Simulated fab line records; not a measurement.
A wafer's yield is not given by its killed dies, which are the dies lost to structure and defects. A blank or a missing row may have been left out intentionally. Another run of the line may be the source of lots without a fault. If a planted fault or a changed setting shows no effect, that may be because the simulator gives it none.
fab line records || flow sky130 || part 2 of 2: steps 22 to 29 of 29
record {"lots": 5, "wafers": 15, "last-day": 50}
route steps=708 shown PWDE@50 NWELL@56
lots untouched by any fault: they come from a run of this same line in which no faults occurred
start-h: the number of hours between the record's first day and the start of the first shown wafer of the lot || wait-h: hours from the lot's prior step to this one || " the same as in the row above || L1.1+2: one row covering several wafers at once || - no value present, or no start provided || * or withheld: withheld || < > ~ a bound
route shown NAME@n: NAME is a module with steps in the file, n the number in the route of the first one || usual: the fault-free wafers' mean and standard deviation || same: alike in all rows || chamber/n: place in a boat || sites: readings site by site || _std_site: their standard deviation || _edge_site: mean of outer sites minus mean of inner sites || radius-mm: for every site, how far away it sits from the centre of the wafer || mask NAME#n: copy n || behind: the most recent tool/chamber to have shaped the wafer || hold: what put the lot on hold/how long, in hours/how the hold closed || device: the transistor (n, p or np) that didn't switch || end of line: the tests these same wafers got at the end of their route || a step with no rows: only its recipe || killed: count of dies lost to structure and defects at first sort (not the wafer's yield) || map: the dies of a wafer, with x for killed, . for not killed, _ for no die there
set.NAME: the setting as run; set.NAME@STEP: as run at that earlier step || model.NAME: the simulator's own value behind a step, which no gauge read
a table for each step, a row for each wafer; lots at some steps of the route
services: when a tool's chamber went out of use (start-h, in hours from the record's first day, below 0 if earlier), for how many hours, and the reason
## steps
# step SKY_NWELL_COAT_18
# recipe {"spin-rpm": 2000, "resist-thk-nm": 3000}
# usual {"chill-plate-temp-C": "23.00/0.12", "exhaust-pa": "45.0/0.87", "spin-speed-rpm": "2000.2/1.4"}
{"lot.wafer": "L083.1", "tool": "litho-track-04", "chamber": 0, "start-h": 146.72, "wait-h": 0.1, "chill-plate-temp-C": 23.17, "exhaust-pa": 44.5, "spin-speed-rpm": 2000.2}
{"lot.wafer": "L083.2", "tool": "litho-track-04", "chamber": 0, "start-h": 146.72, "wait-h": 0.1, "chill-plate-temp-C": 23.28, "exhaust-pa": 44.0, "spin-speed-rpm": 2001.7}
{"lot.wafer": "L083.4", "tool": "litho-track-04", "chamber": 0, "start-h": 146.72, "wait-h": 0.1, "chill-plate-temp-C": 23.29, "exhaust-pa": 44.4, "spin-speed-rpm": 2000.5}
{"lot.wafer": "L085.2", "tool": "litho-track-04", "chamber": 0, "start-h": 159.34, "wait-h": 0.1, "chill-plate-temp-C": 23.07, "exhaust-pa": 45.3, "spin-speed-rpm": 2001.1}
{"lot.wafer": "L085.4", "tool": "litho-track-04", "chamber": 0, "start-h": 159.34, "wait-h": 0.1, "chill-plate-temp-C": 23.08, "exhaust-pa": 45.0, "spin-speed-rpm": 1997.0}
{"lot.wafer": "L085.5", "tool": "litho-track-04", "chamber": 0, "start-h": 159.34, "wait-h": 0.1, "chill-plate-temp-C": 23.13, "exhaust-pa": 44.7, "spin-speed-rpm": 1999.5}
{"lot.wafer": "L086.1", "tool": "litho-track-01", "chamber": 0, "start-h": 165.09, "wait-h": 0.1, "chill-plate-temp-C": 22.88, "exhaust-pa": 46.3, "spin-speed-rpm": 2000.5}
{"lot.wafer": "L086.4", "tool": "litho-track-01", "chamber": 0, "start-h": 165.09, "wait-h": 0.1, "chill-plate-temp-C": 22.98, "exhaust-pa": 45.7, "spin-speed-rpm": 1999.3}
{"lot.wafer": "L086.6", "tool": "litho-track-01", "chamber": 0, "start-h": 165.09, "wait-h": 0.1, "chill-plate-temp-C": 22.98, "exhaust-pa": 46.3, "spin-speed-rpm": 1999.8}
{"lot.wafer": "L089.1", "tool": "litho-track-04", "chamber": 0, "start-h": 180.77, "wait-h": 0.1, "chill-plate-temp-C": 22.88, "exhaust-pa": 44.4, "spin-speed-rpm": 2000.5}
{"lot.wafer": "L089.4", "tool": "litho-track-04", "chamber": 0, "start-h": 180.77, "wait-h": 0.1, "chill-plate-temp-C": 22.97, "exhaust-pa": 44.9, "spin-speed-rpm": 2001.5}
{"lot.wafer": "L089.5", "tool": "litho-track-04", "chamber": 0, "start-h": 180.77, "wait-h": 0.1, "chill-plate-temp-C": 23.25, "exhaust-pa": 45.2, "spin-speed-rpm": 2000.2}
{"lot.wafer": "L097.3", "tool": "litho-track-03", "chamber": 0, "start-h": 247.35, "wait-h": 0.1, "chill-plate-temp-C": 22.82, "exhaust-pa": 45.4, "spin-speed-rpm": 2001.7}
{"lot.wafer": "L097.5", "tool": "litho-track-03", "chamber": 0, "start-h": 247.35, "wait-h": 0.1, "chill-plate-temp-C": 22.88, "exhaust-pa": 46.3, "spin-speed-rpm": 2002.6}
{"lot.wafer": "L097.6", "tool": "litho-track-03", "chamber": 0, "start-h": 247.35, "wait-h": 0.1, "chill-plate-temp-C": 22.85, "exhaust-pa": 44.4, "spin-speed-rpm": 2002.3}
# step SKY_NWELL_SOFTBAKE_19
# recipe {"temp-c": 110, "time-s": "withheld"}
# usual {"chill-plate-temp-C": "23.01/0.11", "exhaust-pa": "44.8/0.91"}
{"lot.wafer": "L083.1", "tool": "litho-track-04", "chamber": 0, "start-h": 146.87, "wait-h": 0.1, "chill-plate-temp-C": 23.08, "exhaust-pa": 45.1}
{"lot.wafer": "L083.2", "tool": "litho-track-04", "chamber": 0, "start-h": 146.87, "wait-h": 0.1, "chill-plate-temp-C": 23.22, "exhaust-pa": 44.1}
{"lot.wafer": "L083.4", "tool": "litho-track-04", "chamber": 0, "start-h": 146.87, "wait-h": 0.1, "chill-plate-temp-C": 23.20, "exhaust-pa": 44.4}
{"lot.wafer": "L085.2", "tool": "litho-track-04", "chamber": 0, "start-h": 159.50, "wait-h": 0.1, "chill-plate-temp-C": 22.99, "exhaust-pa": 45.1}
{"lot.wafer": "L085.4", "tool": "litho-track-04", "chamber": 0, "start-h": 159.50, "wait-h": 0.1, "chill-plate-temp-C": 22.98, "exhaust-pa": 44.2}
{"lot.wafer": "L085.5", "tool": "litho-track-04", "chamber": 0, "start-h": 159.50, "wait-h": 0.1, "chill-plate-temp-C": 22.98, "exhaust-pa": 46.8}
{"lot.wafer": "L086.1", "tool": "litho-track-01", "chamber": 0, "start-h": 165.24, "wait-h": 0.1, "chill-plate-temp-C": 23.11, "exhaust-pa": 44.8}
{"lot.wafer": "L086.4", "tool": "litho-track-01", "chamber": 0, "start-h": 165.24, "wait-h": 0.1, "chill-plate-temp-C": 23.10, "exhaust-pa": 45.7}
{"lot.wafer": "L086.6", "tool": "litho-track-01", "chamber": 0, "start-h": 165.24, "wait-h": 0.1, "chill-plate-temp-C": 23.07, "exhaust-pa": 44.9}
{"lot.wafer": "L089.1", "tool": "litho-track-04", "chamber": 0, "start-h": 180.92, "wait-h": 0.1, "chill-plate-temp-C": 22.87, "exhaust-pa": 42.8}
{"lot.wafer": "L089.4", "tool": "litho-track-04", "chamber": 0, "start-h": 180.92, "wait-h": 0.1, "chill-plate-temp-C": 23.07, "exhaust-pa": 45.3}
{"lot.wafer": "L089.5", "tool": "litho-track-04", "chamber": 0, "start-h": 180.92, "wait-h": 0.1, "chill-plate-temp-C": 23.02, "exhaust-pa": 43.0}
{"lot.wafer": "L097.3", "tool": "litho-track-03", "chamber": 0, "start-h": 247.51, "wait-h": 0.1, "chill-plate-temp-C": 22.94, "exhaust-pa": 44.8}
{"lot.wafer": "L097.5", "tool": "litho-track-03", "chamber": 0, "start-h": 247.51, "wait-h": 0.1, "chill-plate-temp-C": 23.01, "exhaust-pa": 45.6}
{"lot.wafer": "L097.6", "tool": "litho-track-03", "chamber": 0, "start-h": 247.51, "wait-h": 0.1, "chill-plate-temp-C": 23.02, "exhaust-pa": 46.1}
# step SKY_NWELL_EXPOSE_20
# recipe {"mask-id": "NWM_COMPLEMENT", "na": 0.6, "source-shape": "conventional", "sigma-outer": 0.6, "polarization": "unpolarized", "target-cd-nm": 840, "dose-mj": 260}
# usual {"exposure-dose-mJ-cm2": "260.01/0.27", "focus-offset-nm": "0.1/0.61", "stage-vel-mm-s": "500.00/0.27"}
# same {"na": 0.6}
{"lot.wafer": "L083.1", "tool": "iline-stepper-01", "chamber": 0, "start-h": "-", "wait-h": "-", "mask": "NWM_COMPLEMENT#0", "exposure-dose-mJ-cm2": 260.06, "focus-offset-nm": -0.5, "stage-vel-mm-s": 499.83}
{"lot.wafer": "L083.2", "tool": "iline-stepper-01", "chamber": 0, "start-h": "-", "wait-h": "-", "mask": "NWM_COMPLEMENT#0", "exposure-dose-mJ-cm2": 260.05, "focus-offset-nm": 0.2, "stage-vel-mm-s": 500.30}
{"lot.wafer": "L083.4", "tool": "iline-stepper-01", "chamber": 0, "start-h": "-", "wait-h": "-", "mask": "NWM_COMPLEMENT#0", "exposure-dose-mJ-cm2": 259.77, "focus-offset-nm": 0.0, "stage-vel-mm-s": 500.32}
{"lot.wafer": "L085.2", "tool": "iline-stepper-01", "chamber": 0, "start-h": "-", "wait-h": "-", "mask": "NWM_COMPLEMENT#0", "exposure-dose-mJ-cm2": 259.87, "focus-offset-nm": 0.4, "stage-vel-mm-s": 499.77}
{"lot.wafer": "L085.4", "tool": "iline-stepper-01", "chamber": 0, "start-h": "-", "wait-h": "-", "mask": "NWM_COMPLEMENT#0", "exposure-dose-mJ-cm2": 259.98, "focus-offset-nm": 1.1, "stage-vel-mm-s": 499.91}
{"lot.wafer": "L085.5", "tool": "iline-stepper-01", "chamber": 0, "start-h": "-", "wait-h": "-", "mask": "NWM_COMPLEMENT#0", "exposure-dose-mJ-cm2": 260.13, "focus-offset-nm": 0.9, "stage-vel-mm-s": 499.74}
{"lot.wafer": "L086.1", "tool": "iline-stepper-02", "chamber": 0, "start-h": "-", "wait-h": "-", "mask": "NWM_COMPLEMENT#0", "exposure-dose-mJ-cm2": 259.76, "focus-offset-nm": 0.1, "stage-vel-mm-s": 500.09}
{"lot.wafer": "L086.4", "tool": "iline-stepper-02", "chamber": 0, "start-h": "-", "wait-h": "-", "mask": "NWM_COMPLEMENT#0", "exposure-dose-mJ-cm2": 259.88, "focus-offset-nm": 0.5, "stage-vel-mm-s": 499.61}
{"lot.wafer": "L086.6", "tool": "iline-stepper-02", "chamber": 0, "start-h": "-", "wait-h": "-", "mask": "NWM_COMPLEMENT#0", "exposure-dose-mJ-cm2": 260.17, "focus-offset-nm": 0.2, "stage-vel-mm-s": 499.91}
{"lot.wafer": "L089.1", "tool": "iline-stepper-01", "chamber": 0, "start-h": "-", "wait-h": "-", "mask": "NWM_COMPLEMENT#0", "exposure-dose-mJ-cm2": 260.01, "focus-offset-nm": -0.7, "stage-vel-mm-s": 500.42}
{"lot.wafer": "L089.4", "tool": "iline-stepper-01", "chamber": 0, "start-h": "-", "wait-h": "-", "mask": "NWM_COMPLEMENT#0", "exposure-dose-mJ-cm2": 259.93, "focus-offset-nm": -1.0, "stage-vel-mm-s": 500.13}
{"lot.wafer": "L089.5", "tool": "iline-stepper-01", "chamber": 0, "start-h": "-", "wait-h": "-", "mask": "NWM_COMPLEMENT#0", "exposure-dose-mJ-cm2": 260.11, "focus-offset-nm": 0.3, "stage-vel-mm-s": 500.22}
{"lot.wafer": "L097.3", "tool": "iline-stepper-02", "chamber": 0, "start-h": "-", "wait-h": "-", "mask": "NWM_COMPLEMENT#0", "exposure-dose-mJ-cm2": 260.23, "focus-offset-nm": -0.6, "stage-vel-mm-s": 499.94}
{"lot.wafer": "L097.5", "tool": "iline-stepper-02", "chamber": 0, "start-h": "-", "wait-h": "-", "mask": "NWM_COMPLEMENT#0", "exposure-dose-mJ-cm2": 260.17, "focus-offset-nm": -0.2, "stage-vel-mm-s": 499.71}
{"lot.wafer": "L097.6", "tool": "iline-stepper-02", "chamber": 0, "start-h": "-", "wait-h": "-", "mask": "NWM_COMPLEMENT#0", "exposure-dose-mJ-cm2": 260.18, "focus-offset-nm": 0.6, "stage-vel-mm-s": 500.20}
# step SKY_NWELL_PEB_21
# recipe {"temp-c": 115, "time-s": "withheld"}
# usual {"chill-plate-temp-C": "23.00/0.098", "exhaust-pa": "45.0/0.92"}
{"lot.wafer": "L083.1", "tool": "litho-track-04", "chamber": 0, "start-h": "-", "wait-h": "-", "chill-plate-temp-C": 22.94, "exhaust-pa": 43.4}
{"lot.wafer": "L083.2", "tool": "litho-track-04", "chamber": 0, "start-h": "-", "wait-h": "-", "chill-plate-temp-C": 23.05, "exhaust-pa": 45.1}
{"lot.wafer": "L083.4", "tool": "litho-track-04", "chamber": 0, "start-h": "-", "wait-h": "-", "chill-plate-temp-C": 23.15, "exhaust-pa": 45.0}
{"lot.wafer": "L085.2", "tool": "litho-track-01", "chamber": 0, "start-h": "-", "wait-h": "-", "chill-plate-temp-C": 23.02, "exhaust-pa": 45.2}
{"lot.wafer": "L085.4", "tool": "litho-track-01", "chamber": 0, "start-h": "-", "wait-h": "-", "chill-plate-temp-C": 22.83, "exhaust-pa": 43.7}
{"lot.wafer": "L085.5", "tool": "litho-track-01", "chamber": 0, "start-h": "-", "wait-h": "-", "chill-plate-temp-C": 23.05, "exhaust-pa": 43.5}
{"lot.wafer": "L086.1", "tool": "litho-track-03", "chamber": 0, "start-h": "-", "wait-h": "-", "chill-plate-temp-C": 22.90, "exhaust-pa": 44.5}
{"lot.wafer": "L086.4", "tool": "litho-track-03", "chamber": 0, "start-h": "-", "wait-h": "-", "chill-plate-temp-C": 22.89, "exhaust-pa": 45.0}
{"lot.wafer": "L086.6", "tool": "litho-track-03", "chamber": 0, "start-h": "-", "wait-h": "-", "chill-plate-temp-C": 23.04, "exhaust-pa": 44.3}
{"lot.wafer": "L089.1", "tool": "litho-track-01", "chamber": 0, "start-h": "-", "wait-h": "-", "chill-plate-temp-C": 23.02, "exhaust-pa": 44.3}
{"lot.wafer": "L089.4", "tool": "litho-track-01", "chamber": 0, "start-h": "-", "wait-h": "-", "chill-plate-temp-C": 22.91, "exhaust-pa": 44.9}
{"lot.wafer": "L089.5", "tool": "litho-track-01", "chamber": 0, "start-h": "-", "wait-h": "-", "chill-plate-temp-C": 23.13, "exhaust-pa": 46.2}
{"lot.wafer": "L097.3", "tool": "litho-track-01", "chamber": 0, "start-h": "-", "wait-h": "-", "chill-plate-temp-C": 23.09, "exhaust-pa": 45.1}
{"lot.wafer": "L097.5", "tool": "litho-track-01", "chamber": 0, "start-h": "-", "wait-h": "-", "chill-plate-temp-C": 23.05, "exhaust-pa": 46.8}
{"lot.wafer": "L097.6", "tool": "litho-track-01", "chamber": 0, "start-h": "-", "wait-h": "-", "chill-plate-temp-C": 22.99, "exhaust-pa": 46.3}
# step SKY_NWELL_DEVELOP_22
# recipe {"wall-angle-deg": 90, "developer": "TMAH", "develop-time-s": 60, "dev-temp-c": 23}
# usual {"chill-plate-temp-C": "23.02/0.1", "exhaust-pa": "45.0/0.93"}
{"lot.wafer": "L083.1", "tool": "litho-track-04", "chamber": 0, "start-h": "-", "wait-h": "-", "chill-plate-temp-C": 22.96, "exhaust-pa": 46.3}
{"lot.wafer": "L083.2", "tool": "litho-track-04", "chamber": 0, "start-h": "-", "wait-h": "-", "chill-plate-temp-C": 23.03, "exhaust-pa": 46.8}
{"lot.wafer": "L083.4", "tool": "litho-track-04", "chamber": 0, "start-h": "-", "wait-h": "-", "chill-plate-temp-C": 23.20, "exhaust-pa": 47.0}
{"lot.wafer": "L085.2", "tool": "litho-track-01", "chamber": 0, "start-h": "-", "wait-h": "-", "chill-plate-temp-C": 23.19, "exhaust-pa": 44.0}
{"lot.wafer": "L085.4", "tool": "litho-track-01", "chamber": 0, "start-h": "-", "wait-h": "-", "chill-plate-temp-C": 23.12, "exhaust-pa": 44.5}
{"lot.wafer": "L085.5", "tool": "litho-track-01", "chamber": 0, "start-h": "-", "wait-h": "-", "chill-plate-temp-C": 23.18, "exhaust-pa": 46.5}
{"lot.wafer": "L086.1", "tool": "litho-track-03", "chamber": 0, "start-h": "-", "wait-h": "-", "chill-plate-temp-C": 23.22, "exhaust-pa": 44.7}
{"lot.wafer": "L086.4", "tool": "litho-track-03", "chamber": 0, "start-h": "-", "wait-h": "-", "chill-plate-temp-C": 23.13, "exhaust-pa": 45.0}
{"lot.wafer": "L086.6", "tool": "litho-track-03", "chamber": 0, "start-h": "-", "wait-h": "-", "chill-plate-temp-C": 23.09, "exhaust-pa": 44.5}
{"lot.wafer": "L089.1", "tool": "litho-track-01", "chamber": 0, "start-h": "-", "wait-h": "-", "chill-plate-temp-C": 22.90, "exhaust-pa": 44.5}
{"lot.wafer": "L089.4", "tool": "litho-track-01", "chamber": 0, "start-h": "-", "wait-h": "-", "chill-plate-temp-C": 22.98, "exhaust-pa": 43.6}
{"lot.wafer": "L089.5", "tool": "litho-track-01", "chamber": 0, "start-h": "-", "wait-h": "-", "chill-plate-temp-C": 22.89, "exhaust-pa": 45.4}
{"lot.wafer": "L097.3", "tool": "litho-track-01", "chamber": 0, "start-h": "-", "wait-h": "-", "chill-plate-temp-C": 22.98, "exhaust-pa": 44.8}
{"lot.wafer": "L097.5", "tool": "litho-track-01", "chamber": 0, "start-h": "-", "wait-h": "-", "chill-plate-temp-C": 22.99, "exhaust-pa": 45.4}
{"lot.wafer": "L097.6", "tool": "litho-track-01", "chamber": 0, "start-h": "-", "wait-h": "-", "chill-plate-temp-C": 23.03, "exhaust-pa": 45.3}
# step SKY_NWELL_OVL_MEAS_23
# usual {"NWELL_01_OVL": "0.1/1.4"}
{"lot.wafer": "L083.1", "tool": "overlay-01", "chamber": "-", "start-h": 156.42, "wait-h": "-", "NWELL_01_OVL[nm]": 0.2}
{"lot.wafer": "L083.2", "tool": "overlay-01", "chamber": "-", "start-h": 156.42, "wait-h": "-", "NWELL_01_OVL[nm]": 1.2}
{"lot.wafer": "L083.4", "tool": "overlay-01", "chamber": "-", "start-h": 156.42, "wait-h": "-", "NWELL_01_OVL[nm]": 1.1}
{"lot.wafer": "L085.2", "tool": "overlay-01", "chamber": "-", "start-h": 169.00, "wait-h": "-", "NWELL_01_OVL[nm]": 3.1}
{"lot.wafer": "L085.4", "tool": "overlay-01", "chamber": "-", "start-h": 169.00, "wait-h": "-", "NWELL_01_OVL[nm]": 1.9}
{"lot.wafer": "L085.5", "tool": "overlay-01", "chamber": "-", "start-h": 169.00, "wait-h": "-", "NWELL_01_OVL[nm]": 2.3}
{"lot.wafer": "L086.1", "tool": "overlay-01", "chamber": "-", "start-h": 174.45, "wait-h": "-", "NWELL_01_OVL[nm]": 1.1}
{"lot.wafer": "L086.4", "tool": "overlay-01", "chamber": "-", "start-h": 174.45, "wait-h": "-", "NWELL_01_OVL[nm]": 2.8}
{"lot.wafer": "L086.6", "tool": "overlay-01", "chamber": "-", "start-h": 174.45, "wait-h": "-", "NWELL_01_OVL[nm]": 1.4}
{"lot.wafer": "L089.1", "tool": "overlay-02", "chamber": "-", "start-h": 190.89, "wait-h": "-", "NWELL_01_OVL[nm]": 0.8}
{"lot.wafer": "L089.4", "tool": "overlay-02", "chamber": "-", "start-h": 190.89, "wait-h": "-", "NWELL_01_OVL[nm]": -1.2}
{"lot.wafer": "L089.5", "tool": "overlay-02", "chamber": "-", "start-h": 190.89, "wait-h": "-", "NWELL_01_OVL[nm]": 1.2}
{"lot.wafer": "L097.3", "tool": "overlay-01", "chamber": "-", "start-h": 259.80, "wait-h": "-", "NWELL_01_OVL[nm]": -0.4}
{"lot.wafer": "L097.5", "tool": "overlay-01", "chamber": "-", "start-h": 259.80, "wait-h": "-", "NWELL_01_OVL[nm]": 1.5}
{"lot.wafer": "L097.6", "tool": "overlay-01", "chamber": "-", "start-h": 259.80, "wait-h": "-", "NWELL_01_OVL[nm]": 1.0}
# step SKY_NWELL_IMPLANT_24
# recipe {"species": "B", "energy-kev": 140, "dose-cm2": 9.2e+12, "tilt-deg": "withheld"}
# usual {"dose-ions-cm2": "9.2e+12/1.1e+10"}
{"lot.wafer": "L083.1", "tool": "implanter-02", "chamber": 0, "start-h": 156.45, "wait-h": 0.0, "dose-ions-cm2": 9.185e+12}
{"lot.wafer": "L083.2", "tool": "implanter-02", "chamber": 0, "start-h": 156.45, "wait-h": 0.0, "dose-ions-cm2": 9.178e+12}
{"lot.wafer": "L083.4", "tool": "implanter-02", "chamber": 0, "start-h": 156.45, "wait-h": 0.0, "dose-ions-cm2": 9.191e+12}
{"lot.wafer": "L085.2", "tool": "implanter-02", "chamber": 0, "start-h": 169.05, "wait-h": 0.0, "dose-ions-cm2": 9.201e+12}
{"lot.wafer": "L085.4", "tool": "implanter-02", "chamber": 0, "start-h": 169.05, "wait-h": 0.0, "dose-ions-cm2": 9.193e+12}
{"lot.wafer": "L085.5", "tool": "implanter-02", "chamber": 0, "start-h": 169.05, "wait-h": 0.0, "dose-ions-cm2": 9.205e+12}
{"lot.wafer": "L086.1", "tool": "implanter-02", "chamber": 0, "start-h": 174.48, "wait-h": 0.0, "dose-ions-cm2": 9.196e+12}
{"lot.wafer": "L086.4", "tool": "implanter-02", "chamber": 0, "start-h": 174.48, "wait-h": 0.0, "dose-ions-cm2": 9.216e+12}
{"lot.wafer": "L086.6", "tool": "implanter-02", "chamber": 0, "start-h": 174.48, "wait-h": 0.0, "dose-ions-cm2": 9.207e+12}
{"lot.wafer": "L089.1", "tool": "implanter-03", "chamber": 0, "start-h": 190.93, "wait-h": 0.0, "dose-ions-cm2": 9.206e+12}
{"lot.wafer": "L089.4", "tool": "implanter-03", "chamber": 0, "start-h": 190.93, "wait-h": 0.0, "dose-ions-cm2": 9.194e+12}
{"lot.wafer": "L089.5", "tool": "implanter-03", "chamber": 0, "start-h": 190.93, "wait-h": 0.0, "dose-ions-cm2": 9.218e+12}
{"lot.wafer": "L097.3", "tool": "implanter-03", "chamber": 0, "start-h": 259.88, "wait-h": 0.1, "dose-ions-cm2": 9.18e+12}
{"lot.wafer": "L097.5", "tool": "implanter-03", "chamber": 0, "start-h": 259.88, "wait-h": 0.1, "dose-ions-cm2": 9.203e+12}
{"lot.wafer": "L097.6", "tool": "implanter-03", "chamber": 0, "start-h": 259.88, "wait-h": 0.1, "dose-ions-cm2": 9.198e+12}
# step SKY_NWELL_STRIP_25
# recipe {"chemistry": "O2/N2", "power-w": 1400, "pressure-mtorr": 1500, "platen-temp-c": "withheld", "o2-flow-sccm": 3000, "n2-flow-sccm": 300, "overash-fraction": 0.5}
# usual {"chamber-pressure-mTorr": "1499.9/1.5", "drypump-motor-current-A": "5.8/0.5", "oes-product-au": "0.722/0.0041", "strip-time-to-endpoint-s": "36.94/0.1"}
{"lot.wafer": "L083.1", "tool": "plasma-asher-03", "chamber": 1, "start-h": 156.60, "wait-h": 0.1, "chamber-pressure-mTorr": 1499.7, "drypump-motor-current-A": 5.7, "oes-product-au": 0.722, "rf-hours-counter-h": 46, "strip-time-to-endpoint-s": 36.77}
{"lot.wafer": "L083.2", "tool": "plasma-asher-03", "chamber": 0, "start-h": 156.60, "wait-h": 0.1, "chamber-pressure-mTorr": 1498.4, "drypump-motor-current-A": 6.3, "oes-product-au": 0.727, "rf-hours-counter-h": 46, "strip-time-to-endpoint-s": 36.86}
{"lot.wafer": "L083.4", "tool": "plasma-asher-03", "chamber": 0, "start-h": 156.60, "wait-h": 0.1, "chamber-pressure-mTorr": 1497.2, "drypump-motor-current-A": 6.3, "oes-product-au": 0.728, "rf-hours-counter-h": "-", "strip-time-to-endpoint-s": 36.71}
{"lot.wafer": "L085.2", "tool": "plasma-asher-01", "chamber": 1, "start-h": 169.18, "wait-h": 0.1, "chamber-pressure-mTorr": 1499.2, "drypump-motor-current-A": 6.3, "oes-product-au": 0.721, "rf-hours-counter-h": 49, "strip-time-to-endpoint-s": 36.98}
{"lot.wafer": "L085.4", "tool": "plasma-asher-01", "chamber": 0, "start-h": 169.18, "wait-h": 0.1, "chamber-pressure-mTorr": 1498.8, "drypump-motor-current-A": 5.0, "oes-product-au": 0.728, "rf-hours-counter-h": "-", "strip-time-to-endpoint-s": 36.87}
{"lot.wafer": "L085.5", "tool": "plasma-asher-01", "chamber": 0, "start-h": 169.18, "wait-h": 0.1, "chamber-pressure-mTorr": 1501.3, "drypump-motor-current-A": 4.9, "oes-product-au": 0.723, "rf-hours-counter-h": "-", "strip-time-to-endpoint-s": 36.96}
{"lot.wafer": "L086.1", "tool": "plasma-asher-03", "chamber": 0, "start-h": 174.63, "wait-h": 0.1, "chamber-pressure-mTorr": 1501.1, "drypump-motor-current-A": 6.3, "oes-product-au": 0.726, "rf-hours-counter-h": 48, "strip-time-to-endpoint-s": 36.94}
{"lot.wafer": "L086.4", "tool": "plasma-asher-03", "chamber": 1, "start-h": 174.63, "wait-h": 0.1, "chamber-pressure-mTorr": 1499.3, "drypump-motor-current-A": 5.7, "oes-product-au": 0.718, "rf-hours-counter-h": "-", "strip-time-to-endpoint-s": 36.90}
{"lot.wafer": "L086.6", "tool": "plasma-asher-03", "chamber": 0, "start-h": 174.63, "wait-h": 0.1, "chamber-pressure-mTorr": 1499.1, "drypump-motor-current-A": 6.3, "oes-product-au": 0.720, "rf-hours-counter-h": "-", "strip-time-to-endpoint-s": 36.91}
{"lot.wafer": "L089.1", "tool": "plasma-asher-02", "chamber": 0, "start-h": 191.08, "wait-h": 0.1, "chamber-pressure-mTorr": 1498.5, "drypump-motor-current-A": 5.9, "oes-product-au": 0.723, "rf-hours-counter-h": 6, "strip-time-to-endpoint-s": 36.94}
{"lot.wafer": "L089.4", "tool": "plasma-asher-02", "chamber": 0, "start-h": 191.08, "wait-h": 0.1, "chamber-pressure-mTorr": 1499.4, "drypump-motor-current-A": 5.9, "oes-product-au": 0.715, "rf-hours-counter-h": "-", "strip-time-to-endpoint-s": 36.86}
{"lot.wafer": "L089.5", "tool": "plasma-asher-02", "chamber": 1, "start-h": 191.08, "wait-h": 0.1, "chamber-pressure-mTorr": 1501.0, "drypump-motor-current-A": 5.5, "oes-product-au": 0.726, "rf-hours-counter-h": "-", "strip-time-to-endpoint-s": 36.83}
{"lot.wafer": "L097.3", "tool": "plasma-asher-03", "chamber": 0, "start-h": 260.01, "wait-h": 0.1, "chamber-pressure-mTorr": 1501.0, "drypump-motor-current-A": 6.3, "oes-product-au": 0.723, "rf-hours-counter-h": "-", "strip-time-to-endpoint-s": 36.91}
{"lot.wafer": "L097.5", "tool": "plasma-asher-03", "chamber": 1, "start-h": 260.01, "wait-h": 0.1, "chamber-pressure-mTorr": 1500.1, "drypump-motor-current-A": 5.7, "oes-product-au": 0.720, "rf-hours-counter-h": "-", "strip-time-to-endpoint-s": 36.82}
{"lot.wafer": "L097.6", "tool": "plasma-asher-03", "chamber": 0, "start-h": 260.01, "wait-h": 0.1, "chamber-pressure-mTorr": 1501.1, "drypump-motor-current-A": 6.3, "oes-product-au": 0.719, "rf-hours-counter-h": "-", "strip-time-to-endpoint-s": 36.97}
## services
{"tool": "iline-stepper-01", "chamber": "-", "start-h": 96.63, "hours": 4.4, "kind": "pm"}
{"tool": "implanter-01", "chamber": "-", "start-h": 106.64, "hours": 3.3, "kind": "pm"}
{"tool": "plasma-asher-02", "chamber": "-", "start-h": 108.75, "hours": 9.0, "kind": "pm"}
{"tool": "plasma-asher-02", "chamber": 0, "start-h": 108.75, "hours": 9.0, "kind": "vent-cycle"}
{"tool": "plasma-asher-02", "chamber": 1, "start-h": 108.75, "hours": 9.0, "kind": "vent-cycle"}
{"tool": "plasma-asher-02", "chamber": 0, "start-h": 117.75, "hours": "-", "kind": "clean"}
{"tool": "plasma-asher-02", "chamber": 1, "start-h": 117.75, "hours": "-", "kind": "clean"}
{"tool": "implanter-04", "chamber": "-", "start-h": 121.66, "hours": 27.8, "kind": "pm"}
{"tool": "iline-stepper-02", "chamber": 0, "start-h": 122.33, "hours": "-", "kind": "calibration"}
{"tool": "plasma-asher-02", "chamber": "-", "start-h": 126.35, "hours": 1.6, "kind": "repair"}
{"tool": "implanter-03", "chamber": "-", "start-h": 129.98, "hours": 43.0, "kind": "repair"}
{"tool": "plasma-asher-03", "chamber": "-", "start-h": 139.55, "hours": 0.5, "kind": "repair"}
{"tool": "plasma-asher-01", "chamber": "-", "start-h": 155.11, "hours": 2.7, "kind": "repair"}
{"tool": "implanter-02", "chamber": "-", "start-h": 163.36, "hours": 2.7, "kind": "pm"}
{"tool": "plasma-asher-02", "chamber": "-", "start-h": 174.10, "hours": 14.6, "kind": "pm"}
{"tool": "iline-stepper-02", "chamber": "-", "start-h": 180.45, "hours": 1.7, "kind": "pm"}
{"tool": "plasma-asher-04", "chamber": "-", "start-h": 189.10, "hours": 0.4, "kind": "repair"}
{"tool": "iline-stepper-01", "chamber": "-", "start-h": 189.99, "hours": 1.7, "kind": "pm"}
{"tool": "plasma-asher-03", "chamber": "-", "start-h": 195.35, "hours": 0.7, "kind": "repair"}
{"tool": "implanter-04", "chamber": "-", "start-h": 198.92, "hours": 2.8, "kind": "repair"}
{"tool": "litho-track-01", "chamber": "-", "start-h": 204.08, "hours": "-", "kind": "consumable-replace:filter"}
{"tool": "implanter-04", "chamber": "-", "start-h": 218.14, "hours": 5.3, "kind": "pm"}
{"tool": "implanter-03", "chamber": "-", "start-h": 235.24, "hours": 5.6, "kind": "repair"}
